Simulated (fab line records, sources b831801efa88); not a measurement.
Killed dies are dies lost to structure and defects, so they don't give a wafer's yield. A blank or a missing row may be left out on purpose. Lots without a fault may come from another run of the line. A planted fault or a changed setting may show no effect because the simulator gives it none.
A struck lot beside a sound one | flow gf180mcu | 28 steps out of a route of 602
Sound: wafers L768.2, L768.3, L768.4. Struck: wafers L780.4, L780.5, L780.6. The cause comes at the end.
At each step with rows: each side's tool, then ch and its chambers, then its first start. Under that, the readings that differ: sound wafers | struck wafers | difference of the means | sigmas: that difference in standard deviations of wafers without a fault.
alike: readings whose means differ by less than 2 such deviations, and words and numbers that are the same on both sides. not compared: withheld readings, readings that some wafer has no value for, bounds like >300 that may hide the same value, and numbers for which the record gives no deviation and whose values overlap.
The two part at a step that has a row with sigmas, a row that says differs or no value, or rows on one side only. Numbers that don't overlap but have no deviation are shown without sigmas and don't part them. A reading that every wafer of one side lacks parts them only if that side has two wafers or more.

first, 6 steps without rows for these wafers: GF_HV_LDD_HMDS_25 (prime time 60 s); GF_HV_LDD_COAT_26 (resist thk 1000 nm); GF_HV_LDD_SOFTBAKE_27 (time 60 s); GF_HV_LDD_EXPOSE_28 (exposes mask Nplus HV AREA, target cd 400 nm); GF_HV_LDD_PEB_29; GF_HV_LDD_DEVELOP_30 (develop time 60 s).
GF_HV_LDD_CD_MEAS_31: target cd 400 nm.
  sound on cd_sem-02, day 12 08:49; struck on cd_sem-01, day 16 04:12
  alike: cd_nm
GF_HV_LDD_OVL_MEAS_32:
  sound on overlay-01, day 12 08:56; struck on overlay-02, day 16 04:17
  alike: HV_LDD_02_OVL
then, 4 steps without rows for these wafers: GF_HV_LDD_IMPLANT_33; GF_HV_LDD_IMPLANT_34; GF_HV_LDD_IMPLANT_35; GF_HV_LDD_IMPLANT_36.
GF_HV_LDD_STRIP_37: strips in O2/N2.
  sound on plasma_asher-02 ch 0,1, day 12 09:34; struck on plasma_asher-04 ch 0,1, day 16 04:56
  no value came back on the struck wafers for any of 5 readings (chamber_pressure_mTorr (mTorr), drypump_motor_current_A (A) and others); on the sound wafers chamber_pressure_mTorr (mTorr) reads 1501.3 1500.5 1499.1
  reading                                     | sound | struck            | difference | sigmas
  model.NOVOLAK_of_HV_LDD_COAT_26.thk_nm (nm) | 0 0 0 | 997.8 996.5 998.1 | +997.5     |
  not compared: rf_hours_counter_h
GF_HV_LDD_TW_MEAS_38:
  sound on film_metro-02, day 12 09:40; struck on film_metro-01, day 16 05:02
  alike: HV_LDD_3_TW
then, 7 steps without rows for these wafers: GF_HV_LDD_DEHYDRATE_39 (time 60 s); GF_HV_LDD_HMDS_40 (prime time 60 s); GF_HV_LDD_COAT_41 (resist thk 1000 nm); GF_HV_LDD_SOFTBAKE_42 (time 60 s); GF_HV_LDD_EXPOSE_43 (exposes mask Pplus HV AREA, target cd 400 nm); GF_HV_LDD_PEB_44; GF_HV_LDD_DEVELOP_45 (develop time 60.83 s).
GF_HV_LDD_CD_MEAS_46: target cd 400 nm.
  sound on cd_sem-02, day 13 05:25; struck on cd_sem-02, day 17 03:04
  alike: cd_nm
GF_HV_LDD_OVL_MEAS_47:
  sound on overlay-01, day 13 05:31; struck on overlay-02, day 17 03:08
  alike: HV_LDD_03_OVL
then, 1 step without rows for these wafers: GF_HV_LDD_IMPLANT_48.
GF_HV_LDD_STRIP_49: strips in O2/N2.
  sound on plasma_asher-04 ch 0,1, day 13 05:42; struck on plasma_asher-03 ch 0,1, day 17 03:20
  reading                      | sound             | struck            | difference | sigmas
  strip_time_to_endpoint_s (s) | 12.64 12.63 12.61 | 27.50 27.47 27.51 | +14.87     | +99 or more
  alike: chamber_pressure_mTorr, drypump_motor_current_A, heater_power_w, oes_product_au
  not compared: rf_hours_counter_h
GF_HV_LDD_TW_MEAS_50:
  sound on film_metro-04, day 13 05:49; struck on film_metro-01, day 17 03:26
  reading     | sound       | struck   | difference | sigmas
  HV_LDD_4_TW | 572 573 572 | 30 30 30 | -542       | -99 or more
then, 1 step without rows for these wafers: GF_HV_LDD_CLEAN_51 (cleans in SC1/SC2, time 150 s).
-- the record jumps here: 16 days lie between the struck wafers' starts before and after (it left off in module HV_LDD and takes up again in module PASSIVATION, whose first step shown is number 602 of the route) --
GF_PASSIVATION_PROBE_99:
  the record has rows for the struck wafers here (prober-02, day 33 00:29) and none for the sound ones

WHERE THEY PART
First at GF_HV_LDD_STRIP_37; last, within this record, at GF_PASSIVATION_PROBE_99.

WHY: what the simulator had put in
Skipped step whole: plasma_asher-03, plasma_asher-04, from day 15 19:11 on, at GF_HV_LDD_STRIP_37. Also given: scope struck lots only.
